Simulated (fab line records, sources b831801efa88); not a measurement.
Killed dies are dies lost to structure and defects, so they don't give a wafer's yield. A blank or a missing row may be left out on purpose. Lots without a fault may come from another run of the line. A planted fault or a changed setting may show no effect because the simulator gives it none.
Which tool did it? | flow sky130 | 11 lots, 33 wafers sampled, at 3 steps of a route of 708

WHAT THE GAUGES READ, wafer by wafer
SKY_CONTACT_RS_MEAS_25: measures by four-point-probe.
lot  | measured     | on            | CONTACT_W_RS (ohm/sq)
L891 | day 32 10:01 | film_metro-01 | 0.322 0.331 0.325
L893 | day 32 19:08 | film_metro-01 | 0.261 0.263 0.324
L896 | day 33 00:28 | film_metro-02 | 0.325 0.261 0.272
L895 | day 33 04:37 | film_metro-01 | 0.262 0.325 0.333
L904 | day 35 19:43 | film_metro-04 | 0.337 0.340 0.338
L905 | day 36 10:07 | film_metro-04 | 0.339 0.338 0.346
L906 | day 36 23:42 | film_metro-04 | 0.332 0.327 0.323
L909 | day 37 11:43 | film_metro-01 | 0.334 0.331 0.323
L912 | day 38 07:20 | film_metro-01 | 0.333 0.335 0.332
L914 | day 38 13:01 | film_metro-01 | 0.318 0.335 0.323
L913 | day 38 15:23 | film_metro-04 | 0.336 0.321 0.320

WHICH TOOL RAN EACH LOT (tool, then ch and the chambers of the sampled wafers, then the start)
lot  | SKY_LI_CONTACT_STRIP_16              | SKY_CONTACT_CVD_24
L891 | plasma_asher-04 ch 0,1, day 29 22:10 | cvd_w-01 ch 0,1, day 32 09:54
L893 | plasma_asher-04 ch 0,1, day 30 07:15 | cvd_w-01 ch 1, day 32 18:57
L896 | plasma_asher-01 ch 0,1, day 30 13:16 | cvd_w-01 ch 0,1, day 33 00:22
L895 | plasma_asher-02 ch 0,1, day 30 17:34 | cvd_w-01 ch 0,1, day 33 04:29
L904 | plasma_asher-01 ch 0,1, day 33 12:16 | cvd_w-02 ch 0,1, day 35 19:35
L905 | plasma_asher-02 ch 0,1, day 34 02:53 | cvd_w-02 ch 0,1, day 36 09:59
L906 | plasma_asher-02 ch 0,1, day 34 16:22 | cvd_w-01 ch 0,1, day 36 23:35
L909 | plasma_asher-01 ch 0,1, day 35 05:16 | cvd_w-01 ch 0,1, day 37 11:37
L912 | plasma_asher-02 ch 0,1, day 36 01:37 | cvd_w-01 ch 0, day 38 07:13
L914 | plasma_asher-01 ch 0,1, day 36 06:43 | cvd_w-01 ch 0,1, day 38 12:55
L913 | plasma_asher-04 ch 0,1, day 36 09:34 | cvd_w-01 ch 0,1, day 38 15:16
- SKY_LI_CONTACT_STRIP_16: strips in O2/N2.
- SKY_CONTACT_CVD_24: deposits W, target thk 340 nm, time 102.12 s.

THE ANSWER, worked out from the rows above alone
Rule: what is usual is taken from the lots themselves. Put in order of their means at a reading, lots are off if they are a third of the lots or fewer, leave a main group of 4 or more, and stand apart from it by a gap of 3 or more times the standard deviation of the main group's means; of several such gaps the widest counts. A main group whose means are all the same, to the digits that the tables above print for the reading, isn't used. A lot without any number at a reading at which 4 lots or more have one is off too. The other lots that the step has rows for count as sound.
Off: L893, L896, L895, at SKY_CONTACT_RS_MEAS_25 (CONTACT_W_RS). The main group: mean 0.331 ohm/sq, standard deviation 0.0057.
A tool fits if, at a process step before that reading, it ran every lot that is off, and no sound lot after the first of them. The gauges at SKY_CONTACT_RS_MEAS_25 are tried like those tools. None of those tried fits.

WHAT THE SIMULATOR HAD PUT IN
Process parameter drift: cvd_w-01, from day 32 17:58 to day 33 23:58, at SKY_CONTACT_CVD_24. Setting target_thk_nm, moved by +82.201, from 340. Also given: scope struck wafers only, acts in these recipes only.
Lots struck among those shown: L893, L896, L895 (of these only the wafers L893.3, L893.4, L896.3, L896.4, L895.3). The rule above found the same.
